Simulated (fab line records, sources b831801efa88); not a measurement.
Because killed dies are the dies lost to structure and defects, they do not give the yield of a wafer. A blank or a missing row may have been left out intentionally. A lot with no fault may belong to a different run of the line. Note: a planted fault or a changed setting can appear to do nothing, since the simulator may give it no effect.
What tool caused it?    flow sky130    Sampling: 13 lots, 39 wafers, 6 of 708 route steps

WHAT THE GAUGES READ, wafer by wafer
SKY_LDD_N_OVL_MEAS_07. Usual: LDD_N_OVL gives 0.3 nm (standard deviation 1.3).
lot   measured      on          LDD_N_OVL (nm)  flag
L200  day 17 17:14  overlay-02  1.5 1.4 1.2     
L201  day 18 00:47  overlay-02  -0.4 -0.5 0.6   
L202  day 18 18:02  overlay-02  -0.4 -0.4 0.8   
L204  day 19 07:05  overlay-02  2.5 2.4 2.4     
L205  day 19 11:56  overlay-01  1.5 -0.5 0.7    
L206  day 20 05:32  overlay-02  -0.7 -1.3 -1.1  
L208  day 21 00:50  overlay-02  1.9 1.7 2.1     
L210  day 22 02:06  overlay-02  2.6 2.2 0.7     
L214  day 23 01:50  overlay-02  0.6 -0.3 1.0    
L216  day 23 23:35  overlay-01  -2.2 -2.5 -1.0  
L219  day 24 22:15  overlay-02  0.4 0.9 -0.1    
L221  day 25 13:11  overlay-01  -0.2 -1.7 -0.3  
L223  day 26 09:05  overlay-02  1.5 0.8 1.2     

SKY_POLY_CUT_CD_MEAS_08: the cd target is 270 nm. Usual: cd-nm at 269.9 nm, with a standard deviation of 1.3.
lot   measured      on         cd-nm (nm)         flag
L200  day 24 04:00  cd-sem-01  270.2 268.9 268.8  
L201  day 24 11:56  cd-sem-01  270.3 269.1 268.3  
L202  day 25 05:14  cd-sem-01  271.6 271.4 271.0  
L204  day 25 17:26  cd-sem-01  270.5 271.0 270.7  
L205  day 25 22:08  cd-sem-01  269.0 268.3 268.9  
L206  day 26 14:41  cd-sem-02  268.8 269.7 269.0  
L208  day 27 09:11  cd-sem-01  268.3 270.3 268.7  
L210  day 28 09:39  cd-sem-02  270.2 268.2 269.3  
L214  day 29 09:14  cd-sem-02  268.1 267.6 269.3  
L216  day 30 03:10  cd-sem-01  269.3 267.5 268.3  
L219  day 31 01:40  cd-sem-02  270.4 272.7 271.4  
L221  day 31 15:40  cd-sem-02  268.1 269.1 267.6  
L223  day 32 07:50  cd-sem-02  268.3 270.0 269.5  

SKY_SD_N_RS_MEAS_16: a four-point-probe measurement. Usual: SD_N_RS gives 68.62 ohm/sq (standard deviation 0.11).
lot   measured      on             SD_N_RS (ohm/sq)   flag
L200  day 27 22:50  film-metro-01  68.54 68.50 68.56  
L201  day 28 05:44  film-metro-02  68.53 68.53 68.50  
L202  day 28 20:20  film-metro-02  68.67 68.57 68.63  
L204  day 29 08:22  film-metro-01  68.57 68.77 68.72  
L205  day 29 13:05  film-metro-01  68.62 68.64 68.60  
L206  day 30 04:49  film-metro-03  68.78 68.67 68.57  
L208  day 30 23:04  film-metro-01  68.71 68.72 68.73  
L210  day 31 23:02  film-metro-02  68.47 68.51 68.57  
L214  day 32 19:38  film-metro-01  71.62 71.69 71.70  OFF
L216  day 33 14:45  film-metro-03  71.75 71.84 71.80  OFF
L219  day 34 10:43  film-metro-01  68.69 68.78 68.68  
L221  day 34 23:38  film-metro-01  68.68 68.78 68.76  
L223  day 35 17:14  film-metro-03  68.56 68.76 68.69  

SKY_SD_N_RS_MEAS_17: a four-point-probe measurement. Usual: SD_P_RS gives 147.3 ohm/sq (standard deviation 0.36).
lot   measured      on             SD_P_RS (ohm/sq)   flag
L200  day 27 22:58  film-metro-01  147.2 147.3 146.9  
L201  day 28 05:51  film-metro-02  147.4 146.8 146.6  
L202  day 28 20:27  film-metro-02  147.9 147.3 147.3  
L204  day 29 08:29  film-metro-01  147.4 146.9 147.4  
L205  day 29 13:12  film-metro-01  147.2 147.5 147.2  
L206  day 30 04:56  film-metro-03  147.3 147.3 146.9  
L208  day 30 23:11  film-metro-01  147.1 147.5 147.7  
L210  day 31 23:10  film-metro-02  146.7 147.2 146.9  
L214  day 32 19:45  film-metro-01  164.7 165.4 165.2  OFF
L216  day 33 14:52  film-metro-03  165.6 165.6 165.9  OFF
L219  day 34 10:50  film-metro-01  147.5 147.4 147.1  
L221  day 34 23:46  film-metro-01  147.4 147.6 147.5  
L223  day 35 17:21  film-metro-03  147.6 148.4 147.8  

SKY_LI_CONTACT_OVL_MEAS_13. Usual: LI_CONTACT_OVL gives -2 nm (standard deviation 5.8).
lot   measured      on          LI_CONTACT_OVL (nm)  flag
L200  day 29 04:25  overlay-01  1 -2 -3              
L201  day 29 11:07  overlay-02  1 -7 -8              
L202  day 30 00:58  overlay-01  9 5 4                
L204  day 30 12:55  overlay-01  -4 -4 -7             
L205  day 30 18:21  overlay-01  -12 -15 -13          
L206  day 31 09:55  overlay-01  -3 -1 -2             
L208  day 32 05:39  overlay-02  -5 -3 -2             
L210  day 33 02:16  overlay-02  -3 5 3               
L214  day 33 22:37  overlay-02  -8 -12 -8            
L216  day 34 17:58  overlay-02  2 0 -3               
L219  day 35 13:22  overlay-01  -4 -6 -4             
L221  day 36 02:49  overlay-02  10 8 8               
L223  day 36 19:49  overlay-02  0 8 2                

EACH LOT AND THE TOOL THAT RAN IT (in order: tool; ch and the chambers of the sampled wafers; start)
lot   SKY_SD_N_RTA_14
L200  rtp-anneal-02 ch 0, day 27 22:40
L201  rtp-anneal-01 ch 0, day 28 05:34
L202  rtp-anneal-02 ch 0, day 28 20:10
L204  rtp-anneal-02 ch 0, day 29 08:12
L205  rtp-anneal-01 ch 0, day 29 12:51
L206  rtp-anneal-02 ch 0, day 30 04:39
L208  rtp-anneal-02 ch 0, day 30 22:54
L210  rtp-anneal-02 ch 0, day 31 22:52
L214  rtp-anneal-02 ch 0, day 32 19:28
L216  rtp-anneal-02 ch 0, day 33 14:34
L219  rtp-anneal-01 ch 0, day 34 10:32
L221  rtp-anneal-01 ch 0, day 34 23:28
L223  rtp-anneal-01 ch 0, day 35 17:03
- SKY_SD_N_RTA_14: time 2 s.

AS READ BY THE TOOLS THEMSELVES (means over the sampled wafers that have a number; for cases with no such wafer, the mark the record gives instead)
SKY_SD_N_RTA_14. Usual: lamp-power-pct 15.74 %, standard deviation 0.052; wafer_temp_C_max 1077.9, standard deviation 1.2.
lot   tool           lamp-power-pct (%)  wafer_temp_C_max  flag
L200  rtp-anneal-02  15.77               1077.4            
L201  rtp-anneal-01  15.75               1078.5            
L202  rtp-anneal-02  15.76               1078.1            
L204  rtp-anneal-02  15.73               1077.8            
L205  rtp-anneal-01  15.71               1078.1            
L206  rtp-anneal-02  15.74               1077.1            
L208  rtp-anneal-02  15.72               1078.2            
L210  rtp-anneal-02  15.74               1077.5            
L214  rtp-anneal-02  15.31               1057.0            OFF
L216  rtp-anneal-02  15.33               1058.5            OFF
L219  rtp-anneal-01  15.70               1077.9            
L221  rtp-anneal-01  15.74               1077.1            
L223  rtp-anneal-01  15.70               1077.0            

THE ANSWER, worked out from the rows above alone
Rule: take the mean of a lot's wafers that have a number; if it is more than 3 standard deviations from the usual mean, the lot is off. A lot without any number at a reading at which 4 lots or more have one is off too. Where the step has rows for the other lots, those lots are counted as sound. After the gauges, taken in route order, come the tools' own readings; for these a lot's mean is taken, as printed above. The first step at which some lot is off is used, and at that step the reading that is off furthest; a lot without a number counts as furthest.
Off: L214, L216, seen at SKY_SD_N_RS_MEAS_16 (SD_N_RS).
If a tool, at a process step before that reading, ran all the lots that are off and no sound lot after the first of them, it fits. Not tried: the gauges at SKY_SD_N_RS_MEAS_16; whatever is off there is also off at SKY_SD_N_RTA_14, on other tools, and gauge error can't account for it. One fits: SKY_SD_N_RTA_14 on rtp-anneal-02. Its last sound lot is L210 (day 31 22:52), its first lot that is off L214 (day 32 19:28): a fault that began between those two fits.
The tool's own readings at SKY_SD_N_RTA_14 bear it out: on the lots that are off they differ by more than 5 times the standard deviation of the sound lots' means. lamp-power-pct reads 15.32 % there against 15.73 % on the sound lots; wafer_temp_C_max reads 1057.8 there against 1077.7 on the sound lots.

WHAT THE SIMULATOR PUT IN
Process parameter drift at SKY_SD_N_RTA_14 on rtp-anneal-02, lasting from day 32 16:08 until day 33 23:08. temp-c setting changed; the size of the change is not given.
Lots struck among those shown: L214, L216. The rule above found the same.
